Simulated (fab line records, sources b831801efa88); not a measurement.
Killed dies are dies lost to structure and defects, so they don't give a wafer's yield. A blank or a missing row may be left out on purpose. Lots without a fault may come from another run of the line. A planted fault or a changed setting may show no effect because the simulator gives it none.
One fault seen from 2 desks | flow gf180mcu | each desk has only its own numbers; what lay behind them comes last

THE METROLOGY DESK
What the gauges read, lot by lot, whatever tool the lot ran on: means of the sampled wafers that have a number. A lot is out of limits, marked OUT, if its mean lies more than 4 standard deviations from the usual mean; the brackets give that distance.
Columns: A = V4_W_RS at GF_V4_RS_MEAS_24, usual 0.324 ohm/sq; B = V4_W_THK at GF_V4_THK_MEAS_25, usual 349 nm; C = MIM_CVD_05_THK at GF_MIM_THK_MEAS_06, usual 42.0 nm; D = MIM_ALCU_RS at GF_MIM_RS_MEAS_10, usual 0.1599 ohm/sq; E = MIM_ALCU_THK at GF_MIM_THK_MEAS_11, usual 201.6 nm
lot  | first seen here | A     | B   | C    | D      | E
L332 | day 25 10:53    | 0.319 | 353 | 41.9 | 0.1597 | 202.0
L338 | day 27 07:41    | 0.320 | 351 | 42.6 | 0.1551 | 210.5
L342 | day 29 01:40    | 0.323 | 352 | 42.6 | 0.1577 | 204.9
L347 | day 30 11:03    | 0.326 | 355 | 41.8 | 0.1573 | 204.2
L349 | day 31 00:34    | 0.328 | 336 | 41.8 | 0.1595 | 201.2
This desk's finding: nothing out of limits on any of the 5 lots.

THE TOOL OWNER'S DESK: pvd_sputter-04
The tool's own readings at GF_MIM_SPUTTER_08 (material AlCu, target thk 200 nm, time 10.6 s): means of the sampled wafers that have a number, for each lot that ran on this tool. A lot is out of limits, marked OUT, if its mean lies more than 4 standard deviations from the usual mean; the brackets give that distance.
Columns: A = throttle_valve_pct at GF_MIM_SPUTTER_08, usual 30.8 %
lot  | first seen here | A
L332 | day 25 11:44    | 29.7
L338 | day 27 08:31    | 31.1
This desk's finding: nothing out of limits on any of the 2 lots.

PUT TOGETHER
The metrology desk saw nothing out of limits.
The tool owner's desk saw nothing out of limits.

WHAT THE SIMULATOR HAD PUT IN
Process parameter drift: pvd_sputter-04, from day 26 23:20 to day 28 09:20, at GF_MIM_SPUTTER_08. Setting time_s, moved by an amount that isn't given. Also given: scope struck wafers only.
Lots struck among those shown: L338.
